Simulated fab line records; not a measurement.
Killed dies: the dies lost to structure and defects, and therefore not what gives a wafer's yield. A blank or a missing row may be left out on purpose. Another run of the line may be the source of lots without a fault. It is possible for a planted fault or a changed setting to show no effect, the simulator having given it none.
2 desks looking at one fault -- flow gf180mcu -- numbers are kept per desk, each desk with only its own; the story behind them comes last

== FROM THE METROLOGY DESK ==
What the gauges read, lot by lot, whatever tool the lot ran on: means of the sampled wafers that have a number. A lot is out of limits, marked OUT, if its mean lies more than 4 standard deviations from the usual mean; the brackets give that distance.
Columns: A = PSD_TW at GF_PSD_TW_MEAS_11, usual 3206; B = PSD_RS at GF_PSD_RS_MEAS_15, usual 108.6 ohm/sq; C = V3_BOW at GF_V3_BOW_MEAS_05, usual 119 um
lot,first seen here,A,B,C
L605,day 14 07:49,3211,108.6,120
L607,day 14 19:41,3189,108.9,126
L609,day 15 13:40,3191,108.9,124
L610,day 15 23:37,3200,108.8,130
L612,day 16 14:41,3204,108.9,120
L619,day 19 06:53,3436 (+15) OUT,97.7 (-36) OUT,119
L620,day 19 15:04,3447 (+16) OUT,97.8 (-36) OUT,108
L623,day 20 20:06,3207,108.3,117
L625,day 21 09:46,3214,108.3,111
L628,day 22 12:30,3212,108.4,110
This desk's result: L619, L620 out of limits, first on L619 (PSD_TW at GF_PSD_TW_MEAS_11), day 19 06:53. L605, L607, L609, L610, L612, L623, L625, L628 stayed within limits.

== TOOL OWNER'S DESK, implanter-04 ==
The tool's own readings at GF_PSD_IMPLANT_09: means of the sampled wafers that have a number, for each lot that ran on this tool. A lot is out of limits, marked OUT, if its mean lies more than 4 standard deviations from the usual mean; the brackets give that distance.
Columns: A = beamEnergyKeV at GF_PSD_IMPLANT_09, usual 39.999
lot,first seen here,A
L605,day 14 07:34,40.010
L607,day 14 19:26,39.986
L610,day 15 23:23,39.984
L619,day 19 06:40,52.659 (+99 or more) OUT
L620,day 19 14:49,52.666 (+99 or more) OUT
This desk's verdict: out of limits on L619, L620, starting with L619 at day 19 06:40 (beamEnergyKeV at GF_PSD_IMPLANT_09). L605, L607, L610 stayed within limits.

== BROUGHT TOGETHER ==
The tool owner's desk could have raised an alarm at day 19 06:40, on L619, L620.
Metrology desk: alarm possible at day 19 06:53 on L619, L620.
All the named lots went through GF_PSD_IMPLANT_09 on implanter-04.

== WHAT THE SIMULATOR PUT IN ==
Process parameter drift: implanter-04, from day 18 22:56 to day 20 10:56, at GF_PSD_IMPLANT_09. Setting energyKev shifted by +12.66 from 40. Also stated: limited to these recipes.
Lots struck among those shown: L619, L620.
Counting hours from when the fault started, the first reading out of limits came at 8 for the tool owner's desk and at 8 for the metrology desk.
